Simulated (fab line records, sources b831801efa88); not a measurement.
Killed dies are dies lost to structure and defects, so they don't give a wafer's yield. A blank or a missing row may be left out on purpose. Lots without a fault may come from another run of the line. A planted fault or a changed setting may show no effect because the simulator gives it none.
A sampling plan put to the test | flow sky130 | one fab line, 19 faults that these records tell of, each judged on the records of the lots that it struck
The plan is the line's own looks: the steps of the route at which a gauge or an inspection reads the wafer and doesn't change it. A look can be judged if struck wafers have a number there and the file gives its usual mean and standard deviation on fault-free wafers. Caught: at a look after the fault's first step, the mean of the struck wafers lies 4 or more of those standard deviations (sigma) from the usual mean. On the tool: the same test on the tool's own readings at the fault's steps. Another recipe on the struck wafers, or a record that is blank for them alone, also counts as caught.

THE FAULTS, as the simulator had put them in
1. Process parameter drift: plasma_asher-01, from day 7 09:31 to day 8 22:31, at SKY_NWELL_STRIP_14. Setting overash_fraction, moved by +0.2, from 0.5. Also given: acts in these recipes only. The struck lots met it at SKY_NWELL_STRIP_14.
2. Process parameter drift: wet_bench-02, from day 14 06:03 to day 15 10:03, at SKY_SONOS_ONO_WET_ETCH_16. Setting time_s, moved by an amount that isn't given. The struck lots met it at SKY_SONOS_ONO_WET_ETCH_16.
3. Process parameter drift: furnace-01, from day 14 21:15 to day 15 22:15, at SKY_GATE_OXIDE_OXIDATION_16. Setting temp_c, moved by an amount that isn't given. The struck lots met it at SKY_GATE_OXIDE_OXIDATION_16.
4. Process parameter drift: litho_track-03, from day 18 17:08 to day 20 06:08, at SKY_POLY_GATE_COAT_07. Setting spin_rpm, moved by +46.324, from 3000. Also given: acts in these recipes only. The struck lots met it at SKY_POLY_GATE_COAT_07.
5. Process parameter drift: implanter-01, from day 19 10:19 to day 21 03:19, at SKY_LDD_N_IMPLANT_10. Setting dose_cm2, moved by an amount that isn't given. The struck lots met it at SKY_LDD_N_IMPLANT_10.
6. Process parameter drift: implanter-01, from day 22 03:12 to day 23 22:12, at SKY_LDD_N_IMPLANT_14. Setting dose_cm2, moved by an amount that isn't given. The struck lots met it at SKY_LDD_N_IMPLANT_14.
7. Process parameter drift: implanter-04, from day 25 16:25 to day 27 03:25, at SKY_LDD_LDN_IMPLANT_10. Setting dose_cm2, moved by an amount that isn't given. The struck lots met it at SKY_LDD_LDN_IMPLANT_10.
8. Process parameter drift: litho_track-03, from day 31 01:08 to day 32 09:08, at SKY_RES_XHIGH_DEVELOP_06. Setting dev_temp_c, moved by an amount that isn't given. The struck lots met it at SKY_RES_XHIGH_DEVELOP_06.
9. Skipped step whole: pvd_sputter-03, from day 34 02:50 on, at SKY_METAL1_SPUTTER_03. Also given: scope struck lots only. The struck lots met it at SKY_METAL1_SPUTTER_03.
10. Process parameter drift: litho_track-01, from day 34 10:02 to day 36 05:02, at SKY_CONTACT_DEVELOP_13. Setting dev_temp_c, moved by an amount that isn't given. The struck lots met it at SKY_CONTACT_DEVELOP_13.
11. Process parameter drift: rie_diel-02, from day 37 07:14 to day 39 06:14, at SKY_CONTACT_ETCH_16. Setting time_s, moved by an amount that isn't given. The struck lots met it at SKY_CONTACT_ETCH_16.
12. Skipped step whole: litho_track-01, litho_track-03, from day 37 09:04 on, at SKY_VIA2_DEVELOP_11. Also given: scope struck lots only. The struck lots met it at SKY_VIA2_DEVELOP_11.
13. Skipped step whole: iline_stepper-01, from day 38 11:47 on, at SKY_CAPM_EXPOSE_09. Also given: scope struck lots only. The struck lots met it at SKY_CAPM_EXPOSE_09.
14. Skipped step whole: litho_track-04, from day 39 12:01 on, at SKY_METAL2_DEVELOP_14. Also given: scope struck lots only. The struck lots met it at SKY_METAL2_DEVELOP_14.
15. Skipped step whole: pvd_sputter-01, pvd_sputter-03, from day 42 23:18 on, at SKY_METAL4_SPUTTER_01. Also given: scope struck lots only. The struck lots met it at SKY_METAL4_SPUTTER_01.
16. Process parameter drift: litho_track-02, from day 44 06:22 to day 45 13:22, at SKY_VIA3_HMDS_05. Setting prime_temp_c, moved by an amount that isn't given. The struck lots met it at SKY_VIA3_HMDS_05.
17. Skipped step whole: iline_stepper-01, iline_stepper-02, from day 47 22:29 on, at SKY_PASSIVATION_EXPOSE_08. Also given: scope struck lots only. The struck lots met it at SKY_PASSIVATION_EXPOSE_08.
18. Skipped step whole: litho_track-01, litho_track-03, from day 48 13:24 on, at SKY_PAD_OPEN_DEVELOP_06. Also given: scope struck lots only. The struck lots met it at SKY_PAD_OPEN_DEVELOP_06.
19. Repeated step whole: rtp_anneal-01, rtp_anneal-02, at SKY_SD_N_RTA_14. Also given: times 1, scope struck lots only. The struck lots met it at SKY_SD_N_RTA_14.

WHAT THE PLAN SAW
fault | on the tool itself                               | first look that catches it                      | reading, sigma | median hours from its first step to that look | hours from the fault's start to the first struck lot there | judged looks passed uncaught
1     | oes_product_au -12 sigma                         | none of the 2 looks that can be judged after it | -              | -                                             | -                                                          | 2
2     | run_length_s -17 sigma                           | no look after it can be judged                  | -              | -                                             | -                                                          | 0
3     | tube_center_temp_C +99 or beyond sigma           | no look after it can be judged                  | -              | -                                             | -                                                          | 0
4     | spin_speed_rpm +25 sigma                         | none of the 3 looks that can be judged after it | -              | -                                             | -                                                          | 3
5     | dose_ions_cm2 -90 sigma                          | no look after it can be judged                  | -              | -                                             | -                                                          | 0
6     | dose_ions_cm2 -99 or beyond sigma                | not the one look that can be judged after it    | -              | -                                             | -                                                          | 1
7     | dose_ions_cm2 -99 or beyond sigma                | no look after it can be judged                  | -              | -                                             | -                                                          | 0
8     | developer_temp_C -8.3 sigma                      | no look after it can be judged                  | -              | -                                             | -                                                          | 0
9     | the tool's record is blank for the struck wafers | no look after it can be judged                  | -              | -                                             | -                                                          | 0
10    | developer_temp_C +20 sigma                       | no look after it can be judged                  | -              | -                                             | -                                                          | 0
11    | run_length_s +8.9 sigma                          | no look after it can be judged                  | -              | -                                             | -                                                          | 0
12    | the tool's record is blank for the struck wafers | no look after it can be judged                  | -              | -                                             | -                                                          | 0
13    | no reading that can be judged                    | no look after it can be judged                  | -              | -                                             | -                                                          | 0
14    | the tool's record is blank for the struck wafers | no look after it can be judged                  | -              | -                                             | -                                                          | 0
15    | the tool's record is blank for the struck wafers | no look after it can be judged                  | -              | -                                             | -                                                          | 0
16    | prime_temp_c -11 sigma                           | no look after it can be judged                  | -              | -                                             | -                                                          | 0
17    | no reading that can be judged                    | no look after it can be judged                  | -              | -                                             | -                                                          | 0
18    | the tool's record is blank for the struck wafers | no look after it can be judged                  | -              | -                                             | -                                                          | 0
19    | under 2 sigma                                    | not the one look that can be judged after it    | -              | -                                             | -                                                          | 1
A dash: the fault isn't caught, or these records don't give the number.

Caught at a look: 0 of 19. Caught on the tool: 16 of 19. By one or the other: 16 of 19.
Caught on the tool alone: faults 1, 2, 3, 4, 5, 6, 7, 8, 9, 10, 11, 12, 14, 15, 16, 18.
Caught by neither: faults 13, 17, 19.
